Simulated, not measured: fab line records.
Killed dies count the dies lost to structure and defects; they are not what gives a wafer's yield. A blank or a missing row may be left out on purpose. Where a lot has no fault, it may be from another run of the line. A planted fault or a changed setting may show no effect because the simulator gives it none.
Matching of chambers -- flow gf180mcu -- GF_V1_CMP_04 on cmp-01: 4 sister chambers
The step polishes SiO2. 16 wafers are shown with their chamber, then 8 later ones without.

WAFERS, EACH WITH ITS CHAMBER
wafer,chamber,motor current A (A),time to endpoint s (s)
L840.2,0,12.0,76
L840.3,1,13.9,68
L840.5,1,13.2,74
L842.1,2,12.6,74
L842.3,3,14.3,75
L842.4,0,12.4,77
L847.1,0,12.2,77
L847.3,3,13.4,81
L847.4,1,13.4,74
L848.1,3,13.3,77
L848.4,1,13.3,79
L848.6,0,11.2,75
L856.1,2,12.7,76
L856.2,3,13.2,74
L856.3,0,12.4,77
L857.2,0,12.4,84

SIGNATURES (means of the wafers above)
reading,chamber 0,chamber 1,chamber 2,chamber 3,scatter within a chamber
motor current A,12.100,13.450,12.650,13.550,0.425
time to endpoint s,77.67,73.75,75.00,76.75,3.45
Rule: for each reading, subtract the chamber's mean from the wafer's reading, divide by that reading's scatter and square the result; add these up over the readings and take the root, which gives the wafer's distance from the chamber. If the next closest chamber is less than 2 further off than the closest, the wafer can't be placed; otherwise it belongs to the closest. The scatter: take each reading less its chamber's mean, square it, sum over the shown wafers, divide by the number of wafers less the number of chambers, and take the root.

WAFERS WITHOUT THEIR CHAMBER
wafer,motor current A (A),time to endpoint s (s)
L857.3,12.1,76
L857.5,13.8,86
L858.2,13.1,81
L858.5,12.7,82
L858.6,12.9,85
L862.2,12.6,78
L862.3,12.6,78
L862.4,13.5,73

EACH ONE'S CHAMBER
wafer,from the rows above,in truth
L857.3,can't be placed: 0 or 2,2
L857.5,can't be placed: 3 or 1 or 2 or 0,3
L858.2,can't be placed: 3 or 2 or 1 or 0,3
L858.5,can't be placed: 0 or 2 or 3 or 1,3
L858.6,can't be placed: 3 or 0 or 2 or 1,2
L862.2,can't be placed: 2 or 0 or 3 or 1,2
L862.3,can't be placed: 2 or 0 or 3 or 1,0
L862.4,can't be placed: 1 or 3 or 2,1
Placed correctly: 0 of 8. These rows do not allow placing 8 (true chamber among the candidates in 8). Number placed wrongly: 0.
